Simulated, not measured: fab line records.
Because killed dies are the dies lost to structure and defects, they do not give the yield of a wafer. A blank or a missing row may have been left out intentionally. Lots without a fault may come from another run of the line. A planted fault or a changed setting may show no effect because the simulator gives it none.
Which tool did it? | flow sky130 | 6 lots, 16 wafers sampled, at 3 steps of a route of 708

WHAT THE GAUGES SHOWED, per wafer
SKY_LOCAL_INTERCONNECT_CD_MEAS_11 targets a cd of 170 nm.
lot  | measured     | on        | cd-nm (nm)
L557 | day 31 23:19 | cd-sem-02 | 167.8 170.4 168.2
L559 | day 32 02:52 | cd-sem-02 | 171.2 170.8 171.7
L565 | day 34 00:11 | cd-sem-02 | 182.3 170.8
L568 | day 34 21:35 | cd-sem-02 | 183.3 170.9
L573 | day 36 19:22 | cd-sem-01 | 170.3 170.0 171.3
L575 | day 37 05:27 | cd-sem-02 | 168.6 169.7 169.2

EACH LOT AND THE TOOL THAT RAN IT (in order: tool; ch and the chambers of the sampled wafers; start)
lot  | SKY_NWELL_STRIP_14                  | SKY_LOCAL_INTERCONNECT_DEVELOP_10
L557 | plasma-asher-02 ch 0,1, day 5 10:17 | litho-track-02 ch 0, day 31 23:00
L559 | plasma-asher-03 ch 0,1, day 5 20:16 | litho-track-03 ch 0, day 32 02:00
L565 | plasma-asher-04 ch 0,1, day 7 04:46 | litho-track-02 ch 0, day 34 00:00
L568 | plasma-asher-03 ch 0, day 7 22:58   | litho-track-02 ch 0, day 34 21:00
L573 | plasma-asher-04 ch 0,1, day 9 06:49 | litho-track-03 ch 0, day 36 19:00
L575 | plasma-asher-03 ch 0,1, day 9 23:38 | litho-track-03 ch 0, day 37 05:00
- SKY_NWELL_STRIP_14: strips in O2/N2.
- SKY_LOCAL_INTERCONNECT_DEVELOP_10: develop time 60 s.

THE ANSWER, worked out from the rows above alone
Rule: the usual values come from the lots themselves. The widest of any qualifying gaps counts: lots, ordered by their means at a reading, are off when they make up no more than a third of the lots, leave a main group of 4 or more, and stand apart from it by 3 or more times the standard deviation of that group's means. If all means in a main group match to the digits the tables above print for the reading, that group is not used. A lot without any number at a reading at which 4 lots or more have one is off too. The other lots that the step has rows for count as sound.
Off, at SKY_LOCAL_INTERCONNECT_CD_MEAS_11 on cd-nm: L565, L568. The main group: mean 169.9 nm, standard deviation 0.99.
A tool fits if, at a process step before that reading, it ran every lot that is off, and no sound lot after the first of them. Gauges at SKY_LOCAL_INTERCONNECT_CD_MEAS_11: tried the same way as those tools. One fits: litho-track-02 at SKY_LOCAL_INTERCONNECT_DEVELOP_10. Its last sound lot is L557 (day 31 23:00), its first lot that is off L565 (day 34 00:00): a fault that began between those two fits.

WHAT THE SIMULATOR HAD PUT IN
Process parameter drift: litho-track-02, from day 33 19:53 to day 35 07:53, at SKY_LOCAL_INTERCONNECT_DEVELOP_10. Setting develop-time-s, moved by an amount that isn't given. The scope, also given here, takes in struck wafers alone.
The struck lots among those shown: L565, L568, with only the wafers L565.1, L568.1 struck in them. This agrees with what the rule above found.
